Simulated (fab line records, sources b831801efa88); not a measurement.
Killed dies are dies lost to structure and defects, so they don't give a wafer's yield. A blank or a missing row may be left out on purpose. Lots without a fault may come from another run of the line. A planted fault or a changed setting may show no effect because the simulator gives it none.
fab line records | flow sky130
record lots=4 wafers=12 last_day=50
route steps=708 shown SD_N@352 SALICIDE@361 LI_CONTACT@362 PAD_OPEN@708
lots that met no fault: from a run of the same line without faults
start_h: hours from the record's first day to the start of the lot's first wafer shown | wait_h: hours since the lot's step before | " the same as in the row above | L1.1+2: a row that stands for several wafers | - no value, or no start given | * or withheld: withheld | < > ~ a bound
route shown NAME@n: a module of which the file shows steps, and the number in the route of the first | usual: mean/standard deviation of fault-free wafers | same: alike in all rows | chamber/n: place in a boat | sites: the reading at each site | _std_site: their standard deviation | _edge_site: outer sites' mean less inner sites' | radius_mm: how far each site lies from the wafer's centre | mask NAME#n: copy n | behind: the tool/chamber that last shaped the wafer | hold: why the lot was held/for how many hours/how that ended | device: the transistor (n, p or np) that didn't switch | end of line: the same wafers' tests at the end of the route | a step without rows: its recipe alone | killed: dies lost to structure and defects at the first sort, not the wafer's yield | map: a wafer's dies, x killed, . not, _ none there
set.NAME: the setting as run; set.NAME@STEP: as run at that earlier step | model.NAME: the simulator's own value behind a step, which no gauge read
lots at some steps of the route; a table a step, a row a wafer
services: from which hour (start_h, from the record's first day; less than 0 if before it) a tool's chamber was out of use, for how many hours, and why
## steps
# step SKY_SD_N_IMPLANT_10
# recipe species=P energy_kev=20 dose_cm2=1e+14 tilt_deg=0
# step SKY_SD_N_STRIP_11
# recipe chemistry=O2/N2 power_w=1400 pressure_mtorr=1500 platen_temp_c=withheld o2_flow_sccm=3000 n2_flow_sccm=300 overash_fraction=0.5
# step SKY_SD_N_CLEAN_13
# recipe chemistry=SC1/SC2 mix=1:4:20 temp_c=70 time_s=150 dry=n2_spin
# step SKY_SD_N_RTA_14
# recipe temp_c=1075 time_s=2 idle_temp_c=650 ramp_up_c_per_s=150 ramp_down_c_per_s=90 ambient=N2
# step SKY_SALICIDE_CLEAN_00
# recipe chemistry=HF-last time_s=30 dilution=100:1 dry=ipa_marangoni
# step SKY_LI_CONTACT_HDPCVD_00
# recipe material=PSG target_thk_nm=930 sigma_open_frac=0.3 time_s=160 temp_c=600 sih4_flow_sccm=60 pressure_mtorr=6
# step SKY_LI_CONTACT_CMP_02
# recipe material=PSG down_force_psi=4 platen_rpm=60 pad_velocity_m_s=0.94248
# usual edge_zone_pressure_frac=1.000/0.0045 head_pressure_psi=4.001/0.0083 motor_current_A=12.2/0.84 time_to_endpoint_s=35/3.1
# columns lot.wafer tool chamber start_h wait_h edge_zone_pressure_frac head_pressure_psi motor_current_A time_to_endpoint_s model.PSG_of_LI_CONTACT_HDPCVD_00.thk_nm
L332.2 cmp-02 2 696.32 0.1 1.002 4.005 10.9 38 597.6
L332.1 " 3 " " 1.007 4.007 11.3 30 594.7
L332.5 " 2 " " 1.006 3.994 11.4 34 596.5
L335.3 cmp-02 3 728.72 0.0 - - - - 973.3
L335.5 " 3 " " - - - - 987
L335.6 " 0 " " - - - - 956.3
L336.2 cmp-01 0 730.17 0.0 - - - - 959.2
L336.3 " 1 " " - - - - 971.4
L336.6 " 0 " " - - - - 941.3
L348.3 cmp-01 3 835.87 0.1 1.004 4.000 12.3 35 596.6
L348.5 " 1 " " 0.998 4.000 11.9 32 596.7
L348.6 " 2 " " 0.999 3.999 11.5 34 597.3
# step SKY_LI_CONTACT_BOW_MEAS_03
# recipe mode=bow
# usual LI_CONTACT_BOW=56/6.5
# columns lot.wafer tool chamber start_h wait_h LI_CONTACT_BOW[um]
L332.1 film_metro-03 - 696.61 0.2 51
L332.2 " - " " 61
L332.5 " - " " 55
L335.3 film_metro-02 - 729.06 0.3 73
L335.5 " - " " 76
L335.6 " - " " 79
L336.2 film_metro-04 - 730.49 0.3 71
L336.3 " - " " 85
L336.6 " - " " 75
L348.3 film_metro-02 - 836.11 0.2 55
L348.5 " - " " 57
L348.6 " - " " 60
# step SKY_LI_CONTACT_DEHYDRATE_04
# recipe temp_c=200 time_s=60
# step SKY_LI_CONTACT_HMDS_05
# recipe prime_time_s=60 prime_temp_c=120
# step SKY_LI_CONTACT_COAT_06
# recipe resist=BARC temp_c=withheld time_s=withheld spin_rpm=3000 resist_thk_nm=60
# step SKY_LI_CONTACT_COAT_07
# recipe resist=KrF-thick spin_rpm=3000 resist_thk_nm=450
# step SKY_LI_CONTACT_SOFTBAKE_08
# recipe temp_c=100 time_s=90 resist=KrF-thick
# step SKY_LI_CONTACT_EXPOSE_09
# recipe mask_id=LICM1 na=0.8 source_shape=annular sigma_inner=0.55 sigma_outer=0.85 target_cd_nm=170 dose_mj=38
# step SKY_LI_CONTACT_PEB_10
# recipe peb_temp_c=withheld peb_time_s=withheld resist=KrF-thick
# step SKY_LI_CONTACT_DEVELOP_11
# recipe develop_time_s=60 resist=KrF-thick dev_temp_c=21
# step SKY_LI_CONTACT_ETCH_14
# recipe chemistry=N2/H2 target=BARC ion_energy_ev=200 source_w=500 bias_w=100 pressure_mtorr=30 n2_flow_sccm=100 h2_flow_sccm=200 stop_on=SiO2 time_s=45.9 target_depth_a=600
# step SKY_LI_CONTACT_ETCH_15
# recipe target=PSG chemistry=C4F8/O2/Ar stop_on=Si taper_deg=4.15 mask_material=KrF-thick source_w=1500 bias_w=1200 pressure_mtorr=40 c4f8_flow_sccm=withheld O2_flow_sccm=6 Ar_flow_sccm=300 time_s=withheld target_depth_a=6000
# usual oes_product_au=0.837/0.005
# columns lot.wafer tool chamber start_h wait_h oes_product_au model.LI_CONTACT.feature_depth_nm model.etch.depth_nm
L332.1 rie_diel-03 1 724.77 0.0 0.834 594.7 594.7
L332.2 " 0 " " 0.836 597.6 597.6
L332.5 " 2 " " 0.829 596.5 596.5
L335.3 rie_diel-03 1 756.18 0.0 1.629 811 811
L335.5 " 0 " " 1.641 816 816
L335.6 " 3 " " 1.618 802.3 802.3
L336.2 rie_diel-03 0 757.38 0.0 1.645 817 817
L336.3 " 2 " " 1.624 799.4 799.4
L336.6 " 0 " " 1.644 818.9 818.9
L348.3 rie_diel-03 0 862.73 0.0 0.847 596.6 596.6
L348.5 " 1 " " 0.840 596.7 596.7
L348.6 " 0 " " 0.841 597.3 597.3
# step SKY_LI_CONTACT_STRIP_16
# recipe chemistry=O2/N2 power_w=1400 pressure_mtorr=1500 platen_temp_c=withheld o2_flow_sccm=3000 n2_flow_sccm=300 overash_fraction=0.5
# step SKY_LI_CONTACT_CLEAN_17
# recipe chemistry=NMP time_s=600 temp_c=60 dry=n2_spin
# step SKY_LI_CONTACT_PRE_CLEAN_18
# recipe gas=Ar time_s=5.6 bias_v=358
# step SKY_LI_CONTACT_SPUTTER_19
# recipe material=Ti target_thk_nm=20 chamber_pressure_pa=5 power_w=2500 substrate_temp_c=200 time_s=106.37
# step SKY_LI_CONTACT_SPUTTER_20
# recipe material=TiN target_thk_nm=20 chamber_pressure_pa=5 power_w=4000 time_s=80
# step SKY_LI_CONTACT_CVD_21
# recipe material=W target_thk_nm=400 time_s=120.56 temp_c=402.4 pressure_torr=40
# step SKY_LI_CONTACT_CMP_24
# recipe stop_on=PSG t_overpolish_s=20 down_force_psi=3.5 platen_rpm=60 target_thk_nm=0 pad_velocity_m_s=0.94248
# usual edge_zone_pressure_frac=0.999/0.0047 head_pressure_psi=3.501/0.0081 motor_current_A=11.1/0.68
# columns lot.wafer tool chamber start_h wait_h edge_zone_pressure_frac head_pressure_psi motor_current_A model.PSG_of_LI_CONTACT_HDPCVD_00.thk_nm
L332.1 cmp-01 2 725.61 0.1 0.994 3.493 11.0 585.3
L332.2 " 0 " " 1.003 3.493 11.0 588.1
L332.5 " 2 " " 0.984 3.497 11.3 587.1
L335.3 cmp-02 3 757.12 0.1 0.993 3.492 9.9 963.8
L335.5 " 1 " " 1.009 3.493 12.6 977.5
L335.6 " 2 " " 0.999 3.498 10.4 946.9
L336.2 cmp-01 0 758.32 0.1 0.997 3.497 11.0 949.7
L336.3 " 1 " " 0.999 3.494 11.5 961.9
L336.6 " 3 " " 1.004 3.496 11.0 931.9
L348.3 cmp-02 0 863.66 0.1 0.992 3.501 11.8 587.1
L348.5 " 2 " " 1.001 3.507 10.2 587.2
L348.6 " 3 " " 0.994 3.523 10.3 587.8
# step SKY_PAD_OPEN_PROBE_99
# usual killed_at_M0_to_M3=43/6.8 killed_at_M4_up=3.2/1.9 killed_at_contacts=24/5 killed_at_front_end=16/4.9 killed_at_other=0.4/0.76 killed_dies=87/10 killed_on_rim=17/3.9 killed_open=47/7.3 killed_short=39/6.2
# same gross_dies=492 killed_at_back_side=0
# columns lot.wafer tool chamber start_h wait_h killed_at_M0_to_M3 killed_at_M4_up killed_at_contacts killed_at_front_end killed_at_other killed_dies killed_on_rim killed_open killed_short
L332.1 prober-01 - 1110.86 0.1 43 6 25 25 0 99 25 52 47
L332.2 prober-01 - 1110.91 0.1 36 2 37 11 0 86 17 49 37
L332.5 prober-01 - 1111.06 0.2 43 4 31 14 1 93 18 49 44
L335.3 prober-02 - 1134.43 0.2 53 2 421 16 0 492 96 41 48
L335.5 prober-02 - 1134.53 0.2 51 1 413 27 0 492 96 54 44
L335.6 prober-02 - 1134.58 0.2 56 2 416 18 0 492 96 48 55
L336.2 prober-01 - 1135.64 0.1 49 3 422 16 2 492 96 49 44
L336.3 prober-01 - 1135.69 0.2 44 5 424 19 0 492 96 48 38
L336.6 prober-01 - 1135.84 0.2 44 5 423 19 1 492 96 51 36
L348.3 prober-02 - 1201.91 0.2 54 0 26 15 0 95 20 51 43
L348.5 prober-02 - 1202.01 0.2 49 3 22 15 0 89 16 44 43
L348.6 prober-02 - 1202.06 0.2 31 4 22 10 0 67 18 31 36
# killed by level:class
L332.1 LI_CONTACT:geometric_particle:open=11 VIA1:geometric_particle:short=9 VIA1:geometric_particle:open=8 CONTACT:geometric_particle:open=7 POLY_GATE:geometric_particle:short=6 FIELD_ISO:geometric_particle:open=5 METAL1:geometric_particle:short=5 METAL4:geometric_particle:short=5
L332.2 LI_CONTACT:geometric_particle:open=15 CONTACT:geometric_particle:open=10 VIA1:geometric_particle:open=9 METAL2:geometric_particle:short=8 LOCAL_INTERCONNECT:geometric_particle:short=6 CONTACT:geometric_particle:short=4 POLY_GATE:geometric_particle:short=4 VIA2:geometric_particle:open=4
L332.5 VIA1:geometric_particle:open=12 LI_CONTACT:geometric_particle:open=10 LOCAL_INTERCONNECT:geometric_particle:short=7 METAL2:geometric_particle:short=7 VIA2:geometric_particle:open=6 CONTACT:geometric_particle:short=5 CONTACT:geometric_particle:open=5 VIA1:geometric_particle:short=5
L335.3 LI_CONTACT:area_cmp=386 LI_CONTACT:area_etch=17 METAL1:geometric_particle:short=10 VIA2:geometric_particle:open=8 VIA1:geometric_particle:open=8 POLY_GATE:geometric_particle:open=6 VIA1:geometric_particle:short=6 METAL2:geometric_particle:short=6
L335.5 LI_CONTACT:area_cmp=239 LI_CONTACT:area_etch=155 METAL1:geometric_particle:short=10 POLY_GATE:geometric_particle:open=9 VIA1:geometric_particle:short=9 VIA1:geometric_particle:open=9 VIA3:geometric_particle:open=9 FIELD_ISO:geometric_particle:open=7
L335.6 LI_CONTACT:area_cmp=235 LI_CONTACT:area_etch=154 METAL1:geometric_particle:short=12 VIA3:geometric_particle:short=8 CONTACT:geometric_particle:open=8 VIA1:geometric_particle:open=8 VIA3:geometric_particle:open=8 VIA2:geometric_particle:open=6
L336.2 LI_CONTACT:area_cmp=379 LI_CONTACT:area_etch=20 VIA2:geometric_particle:open=10 CONTACT:geometric_particle:open=9 VIA1:geometric_particle:open=9 METAL2:geometric_particle:short=8 CONTACT:geometric_particle:short=6 VIA1:geometric_particle:short=6
L336.3 LI_CONTACT:area_cmp=390 LI_CONTACT:area_etch=16 VIA1:geometric_particle:open=10 VIA3:geometric_particle:open=8 FIELD_ISO:geometric_particle:open=7 CONTACT:geometric_particle:open=6 METAL4:geometric_particle:short=5 LOCAL_INTERCONNECT:geometric_particle:short=5
L336.6 LI_CONTACT:area_cmp=246 LI_CONTACT:area_etch=159 CONTACT:geometric_particle:open=10 VIA1:geometric_particle:open=10 FIELD_ISO:geometric_particle:open=7 VIA3:geometric_particle:open=7 VIA2:geometric_particle:open=6 VIA2:geometric_particle:short=5
L348.3 VIA1:geometric_particle:open=12 VIA2:geometric_particle:open=10 CONTACT:geometric_particle:open=10 METAL1:geometric_particle:short=10 VIA2:geometric_particle:short=8 LI_CONTACT:geometric_particle:open=7 FIELD_ISO:geometric_particle:short=5 CONTACT:geometric_particle:short=4
L348.5 VIA1:geometric_particle:open=11 CONTACT:geometric_particle:open=8 METAL1:geometric_particle:short=7 VIA1:geometric_particle:short=7 LI_CONTACT:geometric_particle:open=6 VIA2:geometric_particle:open=6 METAL2:geometric_particle:short=4 FIELD_ISO:geometric_particle:short=3
L348.6 VIA1:geometric_particle:open=9 LI_CONTACT:geometric_particle:short=5 LOCAL_INTERCONNECT:geometric_particle:short=5 CONTACT:geometric_particle:open=5 METAL1:geometric_particle:short=5 VIA1:geometric_particle:short=5 POLY_GATE:geometric_particle:open=3 LI_CONTACT:geometric_particle:open=3
# map L335.3 (x killed, . not)
__________xxxxxxxxxx_________
________xxxxxxxxxxxxxx_______
______xxxxxxxxxxxxxxxxxx_____
_____xxxxxxxxxxxxxxxxxxxx____
____xxxxxxxxxxxxxxxxxxxxxx___
___xxxxxxxxxxxxxxxxxxxxxxxx__
__xxxxxxxxxxxxxxxxxxxxxxxxxx_
_xxxxxxxxxxxxxxxxxxxxxxxxxxxx
_xxxxxxxxxxxxxxxxxxxxxxxxxxxx
_xxxxxxxxxxxxxxxxxxxxxxxxxxxx
_xxxxxxxxxxxxxxxxxxxxxxxxxxxx
_xxxxxxxxxxxxxxxxxxxxxxxxxxxx
_xxxxxxxxxxxxxxxxxxxxxxxxxxxx
_xxxxxxxxxxxxxxxxxxxxxxxxxxxx
_xxxxxxxxxxxxxxxxxxxxxxxxxxxx
__xxxxxxxxxxxxxxxxxxxxxxxxxx_
___xxxxxxxxxxxxxxxxxxxxxxxx__
____xxxxxxxxxxxxxxxxxxxxxx___
_____xxxxxxxxxxxxxxxxxxxx____
______xxxxxxxxxxxxxxxxxx_____
________xxxxxxxxxxxxxx_______
__________xxxxxxxxxx_________
# map L336.2 (x killed, . not)
__________xxxxxxxxxx_________
________xxxxxxxxxxxxxx_______
______xxxxxxxxxxxxxxxxxx_____
_____xxxxxxxxxxxxxxxxxxxx____
____xxxxxxxxxxxxxxxxxxxxxx___
___xxxxxxxxxxxxxxxxxxxxxxxx__
__xxxxxxxxxxxxxxxxxxxxxxxxxx_
_xxxxxxxxxxxxxxxxxxxxxxxxxxxx
_xxxxxxxxxxxxxxxxxxxxxxxxxxxx
_xxxxxxxxxxxxxxxxxxxxxxxxxxxx
_xxxxxxxxxxxxxxxxxxxxxxxxxxxx
_xxxxxxxxxxxxxxxxxxxxxxxxxxxx
_xxxxxxxxxxxxxxxxxxxxxxxxxxxx
_xxxxxxxxxxxxxxxxxxxxxxxxxxxx
_xxxxxxxxxxxxxxxxxxxxxxxxxxxx
__xxxxxxxxxxxxxxxxxxxxxxxxxx_
___xxxxxxxxxxxxxxxxxxxxxxxx__
____xxxxxxxxxxxxxxxxxxxxxx___
_____xxxxxxxxxxxxxxxxxxxx____
______xxxxxxxxxxxxxxxxxx_____
________xxxxxxxxxxxxxx_______
__________xxxxxxxxxx_________
## services
# columns tool chamber start_h hours kind
rie_diel-03 - 683.91 0.3 repair
cmp-02 - 711.11 3.6 pm
cmp-02 - 721.48 5.5 pm
cmp-02 - 744.10 4.0 pm
cmp-01 - 745.24 2.0 repair
cmp-02 - 748.10 - consumable_replace:conditioner
cmp-02 - 748.10 - consumable_replace:pad
cmp-02 - 764.08 1.6 repair
cmp-02 - 771.63 0.9 repair
cmp-02 - 783.55 4.4 repair
cmp-02 - 796.71 0.7 repair
cmp-02 - 817.08 1.4 repair
rie_diel-03 0 828.18 4.8 repair
cmp-02 - 832.31 1.0 repair
## key
first_sign step=SKY_LI_CONTACT_CMP_02 reading=tool_record direction=missing
effect step=SKY_LI_CONTACT_BOW_MEAS_03 reading=LI_CONTACT_BOW direction=up sigmas=3.1 usual=56 struck=76
effect step=SKY_LI_CONTACT_ETCH_15 reading=oes_product_au direction=up sigmas=99+ usual=0.837 struck=1.634
effect step=SKY_PAD_OPEN_PROBE_99 reading=killed_at_contacts direction=up sigmas=79 usual=24 struck=420
model_effect step=SKY_LI_CONTACT_CMP_02 value=PSG_of_LI_CONTACT_HDPCVD_00.thk_nm without=596.8 struck=964.8
model_effect step=SKY_LI_CONTACT_ETCH_15 value=LI_CONTACT.feature_depth_nm without=596.8 struck=810.7
model_effect step=SKY_LI_CONTACT_CMP_24 value=PSG_of_LI_CONTACT_HDPCVD_00.thk_nm without=587.4 struck=955.3
more_kills_born_at SKY_LI_CONTACT_CMP_02@cmp-01=1004 SKY_LI_CONTACT_CMP_02@cmp-02=853 SKY_LI_CONTACT_ETCH_15@rie_diel-03=521
met_at SKY_LI_CONTACT_CMP_02
struck_wafers L335.3,L335.5,L335.6,L336.2,L336.3,L336.6
later_rows_left_out L335.3,L335.5,L335.6,L336.2,L336.3,L336.6
tester_left_out L335,L336
onset_between 696.32 728.72
fault kind=skipped_step_whole tool=cmp-01,cmp-02 chamber=- onset_h=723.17 steps=SKY_LI_CONTACT_CMP_02 scope=struck_lots_only
# tester_left_out: of these lots the tester's yield and bins aren't shown, on N5 and GAA mostly nor the transistor test; their killed dies are dies lost to structure and defects alone, not to doping, threshold or leakage, so they don't give the yield
# later_rows_left_out: the simulator's readings of these wafers behind a module that went badly wrong aren't trusted and aren't shown, but for the sort
